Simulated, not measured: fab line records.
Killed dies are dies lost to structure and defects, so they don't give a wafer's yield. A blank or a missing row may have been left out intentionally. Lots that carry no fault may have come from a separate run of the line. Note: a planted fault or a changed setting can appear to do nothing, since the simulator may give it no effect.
fab line records	flow sky130
record: lots: 12	wafers: 36	lastDay: 50
route steps=708 shown PWDE@52 VT_ADJUST_HVTP@95 VT_ADJUST_LVTN@114
lots that met no fault: taken from a fault-free run of the same line
startH: the number of hours between the record's first day and the start of the first shown wafer of the lot	waitH: hours from the lot's prior step to this one	" repeats the value in the row above	L1.1+2: several wafers, shown together as one row	- either no value or no given start	* or withheld: withheld	< > ~ a bound
route shown NAME@n: names a module that has steps shown in the file, with the first one's number in the route	usual: average and standard deviation across the fault-free wafers	same: alike in all rows	chamber/n: place in a boat	sites: the reading at each site	_std_site: the standard deviation of these	_edge_site: inner sites' mean taken away from outer sites' mean	radiusMm: how far each site lies from the wafer's centre	mask NAME#n: copy n	behind: the most recent tool/chamber to have shaped the wafer	hold: what put the lot on hold/how long, in hours/how the hold closed	device: which transistor (n, p or np) failed to switch	end of line: the tests these same wafers got at the end of their route	a step given without rows: its recipe and nothing more	killed: the dies lost at the first sort to structure and to defects; this is not the yield of the wafer	map: a wafer's dies, marking killed ones x, the rest . and places with no die _
set.NAME: the setting that was run; set.NAME@STEP: the one run at that earlier step	model.NAME: the simulator's own value behind a step, which no gauge read
the route's steps for a sample of lots (tables are steps, rows are wafers)
services: from which hour (startH, from the record's first day; less than 0 if before it) a tool's chamber was out of use, for how many hours, and why
== steps ==
step: SKY_PWDE_OVL_MEAS_07
usual: PWDE_OVL: 0.4/1.2
lot.wafer	tool	chamber	startH	waitH	PWDE_OVL[nm]
L430.2	overlay-01	-	72.03	-	2.0
L430.3	"	-	"	"	0.1
L430.6	"	-	"	"	0.8
L431.1	overlay-02	-	77.57	-	2.2
L431.3	"	-	"	"	-0.4
L431.6	"	-	"	"	2.3
L432.1	overlay-02	-	84.17	-	2.0
L432.2	"	-	"	"	0.9
L432.4	"	-	"	"	0.3
L434.2	overlay-01	-	93.93	-	0.7
L434.3	"	-	"	"	0.3
L434.6	"	-	"	"	0.8
L437.1	overlay-02	-	112.57	-	2.0
L437.2	"	-	"	"	2.4
L437.3	"	-	"	"	0.2
L438.1	overlay-02	-	125.92	-	1.1
L438.2	"	-	"	"	0.4
L438.3	"	-	"	"	0.7
L446.2	overlay-02	-	161.95	-	-1.1
L446.4	"	-	"	"	0.1
L446.6	"	-	"	"	2.3
L447.1	overlay-02	-	167.57	-	2.2
L447.3	"	-	"	"	0.1
L447.5	"	-	"	"	1.5
L448.1	overlay-02	-	174.39	-	-2.0
L448.2	"	-	"	"	-0.6
L448.6	"	-	"	"	-0.4
L450.3	overlay-01	-	186.56	-	-1.4
L450.4	"	-	"	"	-1.6
L450.5	"	-	"	"	0.8
L451.1	overlay-02	-	189.07	-	0.5
L451.3	"	-	"	"	-1.0
L451.6	"	-	"	"	-0.5
L452.4	overlay-02	-	195.44	-	-1.0
L452.5	"	-	"	"	-1.1
L452.6	"	-	"	"	-1.9
step: SKY_VT_ADJUST_HVTP_STRIP_10
recipe: chemistry: O2/N2	powerW: 1400	pressureMtorr: 1500	platenTempC: withheld	o2FlowSccm: 3000	n2FlowSccm: 300	overashFraction: 0.5
usual: drypumpMotorCurrentA: 5.6/0.49	oesProductAu: 0.716/0.0046	stripTimeToEndpointS: 14.17/0.035
same: overashFraction: 0.5
lot.wafer	tool	chamber	startH	waitH	drypumpMotorCurrentA	oesProductAu	rfHoursCounterH	stripTimeToEndpointS
L430.2	plasmaAsher-02	1	126.93	0.1	6.1	0.711	44	14.12
L430.3	"	1	"	"	6.2	0.719	-	14.10
L430.6	"	1	"	"	6.2	0.717	-	14.14
L431.1	plasmaAsher-01	1	132.93	0.1	5.5	0.718	1	14.20
L431.3	"	0	"	"	5.9	0.713	-	14.18
L431.6	"	0	"	"	6.0	0.719	-	14.19
L432.1	plasmaAsher-01	1	140.31	0.1	5.5	0.714	2	14.17
L432.2	"	0	"	"	6.0	0.719	2	14.20
L432.4	"	1	"	"	5.5	0.719	-	14.15
L434.2	plasmaAsher-02	1	150.53	0.1	6.2	0.717	47	14.23
L434.3	"	1	"	"	6.2	0.720	-	14.17
L434.6	"	0	"	"	5.1	0.717	-	14.23
L437.1	plasmaAsher-01	0	173.96	0.1	6.0	0.726	6	14.18
L437.2	"	1	"	"	5.5	0.711	6	14.22
L437.3	"	0	"	"	6.0	0.708	-	14.19
L438.1	plasmaAsher-04	1	188.53	0.1	4.9	0.724	38	14.17
L438.2	"	0	"	"	6.1	0.720	38	14.14
L438.3	"	1	"	"	4.9	0.713	-	14.18
L446.2	plasmaAsher-02	1	226.63	0.1	6.2	0.713	55	14.21
L446.4	"	0	"	"	5.1	0.717	-	14.17
L446.6	"	0	"	"	5.1	0.723	-	14.14
L447.1	plasmaAsher-01	0	234.83	0.1	6.0	0.715	12	14.20
L447.3	"	0	"	"	5.9	0.716	-	14.23
L447.5	"	0	"	"	6.0	0.713	-	14.21
L448.1	plasmaAsher-04	0	242.48	0.1	6.1	0.713	43	14.16
L448.2	"	1	"	"	4.9	0.715	43	14.19
L448.6	"	0	"	"	6.1	0.710	-	14.18
L450.3	plasmaAsher-04	0	255.41	0.1	6.1	0.718	-	14.19
L450.4	"	1	"	"	4.9	0.720	-	14.21
L450.5	"	1	"	"	4.9	0.712	-	14.20
L451.1	plasmaAsher-02	1	259.28	0.1	6.2	0.706	58	14.22
L451.3	"	1	"	"	6.2	0.719	-	14.17
L451.6	"	1	"	"	6.2	0.724	-	14.20
L452.4	plasmaAsher-04	0	266.54	0.1	6.1	0.722	-	14.21
L452.5	"	1	"	"	4.9	0.720	-	14.16
L452.6	"	0	"	"	6.1	0.714	-	14.11
step: SKY_VT_ADJUST_LVTN_DEVELOP_17
recipe: resist: NOVOLAK	developer: TMAH	developTimeS: 60	devTempC: 23
lot.wafer	tool	chamber	startH	waitH
L430.2+3+6	lithoTrack-04	0	166.30	0.1
L431.1+3+6	lithoTrack-04	0	173.27	0.1
L432.1+2+4	lithoTrack-02	0	180.00	0.1
L434.2+3+6	lithoTrack-04	0	191.30	0.1
L437.1+2+3	lithoTrack-04	0	217.37	0.1
L438.1+2+3	lithoTrack-04	0	233.12	0.1
L446.2+4+6	lithoTrack-01	0	272.97	0.1
L447.1+3+5	lithoTrack-02	0	283.95	0.1
L448.1+2+6	lithoTrack-01	0	291.04	0.1
L450.3+4+5	lithoTrack-02	0	305.50	0.1
L451.1+3+6	lithoTrack-01	0	309.64	0.1
L452.4+5+6	lithoTrack-02	0	316.67	0.1
step: SKY_VT_ADJUST_LVTN_OVL_MEAS_18
usual: VT_ADJUST_LVTN_01_OVL: -0.1/1.3
lot.wafer	tool	chamber	startH	waitH	VT_ADJUST_LVTN_01_OVL[nm]
L430.2	overlay-01	-	166.43	0.1	0.6
L430.3	"	-	"	"	-0.5
L430.6	"	-	"	"	-1.8
L431.1	overlay-01	-	173.42	0.1	-1.4
L431.3	"	-	"	"	0.4
L431.6	"	-	"	"	0.1
L432.1	overlay-02	-	180.15	0.1	-1.1
L432.2	"	-	"	"	-0.4
L432.4	"	-	"	"	-1.4
L434.2	overlay-01	-	191.43	0.1	-2.6
L434.3	"	-	"	"	-1.7
L434.6	"	-	"	"	-1.7
L437.1	overlay-01	-	217.52	0.1	-
L437.2	"	-	"	"	-
L437.3	"	-	"	"	-
L438.1	overlay-01	-	233.27	0.1	-
L438.2	"	-	"	"	-
L438.3	"	-	"	"	-
L446.2	overlay-01	-	273.10	0.1	-0.8
L446.4	"	-	"	"	-0.8
L446.6	"	-	"	"	-2.0
L447.1	overlay-01	-	284.10	0.1	0.1
L447.3	"	-	"	"	1.2
L447.5	"	-	"	"	0.6
L448.1	overlay-02	-	291.19	0.1	-0.9
L448.2	"	-	"	"	-2.8
L448.6	"	-	"	"	-0.3
L450.3	overlay-01	-	305.61	0.1	0.0
L450.4	"	-	"	"	-0.6
L450.5	"	-	"	"	0.2
L451.1	overlay-02	-	309.79	0.1	1.9
L451.3	"	-	"	"	0.4
L451.6	"	-	"	"	0.9
L452.4	overlay-02	-	316.77	0.1	-1.1
L452.5	"	-	"	"	1.2
L452.6	"	-	"	"	0.3
step: SKY_VT_ADJUST_LVTN_STRIP_20
recipe: chemistry: O2/N2	powerW: 1400	pressureMtorr: 1500	platenTempC: withheld	o2FlowSccm: 3000	n2FlowSccm: 300	overashFraction: 0.5
usual: drypumpMotorCurrentA: 5.6/0.53	oesProductAu: 0.717/0.0047	stripTimeToEndpointS: 14.16/0.041
same: overashFraction: 0.5
lot.wafer	tool	chamber	startH	waitH	drypumpMotorCurrentA	oesProductAu	rfHoursCounterH	stripTimeToEndpointS
L430.2	plasmaAsher-04	1	166.61	0.1	4.9	0.721	36	14.24
L430.3	"	1	"	"	4.9	0.722	-	14.24
L430.6	"	0	"	"	6.1	0.718	-	14.16
L431.1	plasmaAsher-02	1	173.61	0.1	6.2	0.716	49	14.22
L431.3	"	1	"	"	6.1	0.711	-	14.18
L431.6	"	0	"	"	5.1	0.709	-	14.21
L432.1	plasmaAsher-02	1	180.34	0.1	6.2	0.716	50	14.19
L432.2	"	0	"	"	5.1	0.716	50	14.18
L432.4	"	1	"	"	6.2	0.721	-	14.17
L434.2	plasmaAsher-04	1	191.61	0.1	4.9	0.717	38	14.16
L434.3	"	1	"	"	4.9	0.713	-	14.17
L434.6	"	1	"	"	4.9	0.723	-	14.19
L437.1	plasmaAsher-03	0	217.71	0.1	6.1	0.714	49	14.15
L437.2	"	1	"	"	5.9	0.719	49	14.16
L437.3	"	0	"	"	6.1	0.719	-	14.16
L438.1	plasmaAsher-04	1	233.46	0.1	4.9	0.711	43	14.22
L438.2	"	0	"	"	6.1	0.712	43	14.22
L438.3	"	0	"	"	6.1	0.717	-	14.20
L446.2	plasmaAsher-04	0	273.28	0.1	6.1	0.714	46	14.14
L446.4	"	1	"	"	4.9	0.717	-	14.08
L446.6	"	0	"	"	6.1	0.718	-	14.10
L447.1	plasmaAsher-04	1	284.29	0.1	4.9	0.713	47	14.12
L447.3	"	1	"	"	4.9	0.719	-	14.13
L447.5	"	1	"	"	4.9	0.725	-	14.14
L448.1	plasmaAsher-03	0	291.38	0.1	6.1	0.713	56	14.13
L448.2	"	1	"	"	5.9	0.710	56	14.13
L448.6	"	0	"	"	6.1	0.716	-	14.14
L450.3	plasmaAsher-02	1	305.82	0.1	6.2	0.712	-	14.21
L450.4	"	0	"	"	5.1	0.715	-	14.17
L450.5	"	1	"	"	6.2	0.713	-	14.19
L451.1	plasmaAsher-04	0	309.98	0.1	6.1	0.723	50	14.12
L451.3	"	0	"	"	6.1	0.719	-	14.08
L451.6	"	1	"	"	4.9	0.708	-	14.06
L452.4	plasmaAsher-02	0	316.97	0.1	5.1	0.716	-	14.20
L452.5	"	1	"	"	6.2	0.711	-	14.18
L452.6	"	0	"	"	5.1	0.713	-	14.18
step: SKY_VT_ADJUST_LVTN_TW_MEAS_21
usual: VT_ADJUST_LVTN_2_TW: 187.2/1.5
lot.wafer	tool	chamber	startH	waitH	hold	VT_ADJUST_LVTN_2_TW
L430.2	filmMetro-01	-	166.72	0.1	-	188.8
L430.3	"	-	"	"	-	188.4
L430.6	"	-	"	"	-	189.4
L431.1	filmMetro-04	-	173.71	0.1	-	186.0
L431.3	"	-	"	"	-	184.7
L431.6	"	-	"	"	-	185.2
L432.1	filmMetro-01	-	180.44	0.1	-	188.7
L432.2	"	-	"	"	-	188.1
L432.4	"	-	"	"	-	188.8
L434.2	filmMetro-03	-	191.72	0.1	-	187.3
L434.3	"	-	"	"	-	186.7
L434.6	"	-	"	"	-	187.7
L437.1	filmMetro-01	-	217.81	0.1	awaitDispo/0.2h/release	30.1
L437.2	"	-	"	"	awaitDispo/0.2h/release	30.1
L437.3	"	-	"	"	awaitDispo/0.2h/release	30.0
L437.1	filmMetro-01	-	218.03	0.2	-	30.0
L437.2	"	-	"	"	-	30.2
L437.3	"	-	"	"	-	30.2
L438.1	filmMetro-03	-	233.56	0.1	awaitDispo/0.2h/release	30.0
L438.2	"	-	"	"	awaitDispo/0.2h/release	29.8
L438.3	"	-	"	"	awaitDispo/0.2h/release	29.9
L438.1	filmMetro-03	-	233.78	0.2	-	29.9
L438.2	"	-	"	"	-	29.7
L438.3	"	-	"	"	-	30.1
L446.2	filmMetro-01	-	273.39	0.1	-	189.8
L446.4	"	-	"	"	-	189.0
L446.6	"	-	"	"	-	189.1
L447.1	filmMetro-03	-	284.39	0.1	-	186.7
L447.3	"	-	"	"	-	187.1
L447.5	"	-	"	"	-	187.6
L448.1	filmMetro-03	-	291.48	0.1	-	187.3
L448.2	"	-	"	"	-	185.5
L448.6	"	-	"	"	-	185.8
L450.3	filmMetro-01	-	305.91	0.1	-	189.6
L450.4	"	-	"	"	-	189.4
L450.5	"	-	"	"	-	189.5
L451.1	filmMetro-01	-	310.08	0.1	-	188.8
L451.3	"	-	"	"	-	188.1
L451.6	"	-	"	"	-	187.8
L452.4	filmMetro-01	-	317.07	0.1	-	189.5
L452.5	"	-	"	"	-	189.5
L452.6	"	-	"	"	-	189.3
== services ==
tool	chamber	startH	hours	kind
plasmaAsher-01	-	108.75	9.0	pm
plasmaAsher-01	0	108.75	9.0	ventCycle
plasmaAsher-01	1	108.75	9.0	ventCycle
plasmaAsher-01	0	117.75	-	clean
plasmaAsher-01	1	117.75	-	clean
plasmaAsher-03	-	158.96	5.2	repair
plasmaAsher-03	-	168.04	2.3	repair
plasmaAsher-03	-	171.45	10.7	repair
plasmaAsher-04	-	177.59	1.6	repair
plasmaAsher-02	-	185.11	2.8	pm
plasmaAsher-01	-	205.00	3.7	repair
lithoTrack-04	-	213.69	-	consumableReplace:filter
plasmaAsher-02	-	238.25	0.4	repair
plasmaAsher-02	-	256.03	1.3	repair
plasmaAsher-04	-	271.12	1.9	repair
== key ==
firstSign: step: SKY_VT_ADJUST_LVTN_OVL_MEAS_18	reading: VT_ADJUST_LVTN_01_OVL	direction: missing
effect: step: SKY_VT_ADJUST_LVTN_TW_MEAS_21	reading: visit	direction: added
effect: step: SKY_VT_ADJUST_LVTN_TW_MEAS_21	reading: VT_ADJUST_LVTN_2_TW	direction: down	sigmas: 99+	usual: 187.2	struck: 30.0
metAt SKY_VT_ADJUST_LVTN_DEVELOP_17
struckLots L437,L438
scrappedBehind SKY_VT_ADJUST_LVTN_TW_MEAS_21 L437.1,L437.2,L437.3,L438.1,L438.2,L438.3
notActingAt SKY_PWDE_OVL_MEAS_07,SKY_VT_ADJUST_HVTP_STRIP_10,SKY_VT_ADJUST_LVTN_STRIP_20
onsetBetween 191.30 217.37
fault: kind: processParameterDrift	tool: lithoTrack-04	chamber: -	onsetH: 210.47	steps: SKY_VT_ADJUST_LVTN_DEVELOP_17	channel: developTimeS	offset: *	shape: step	endH: 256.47	actsIn: *	stated: *
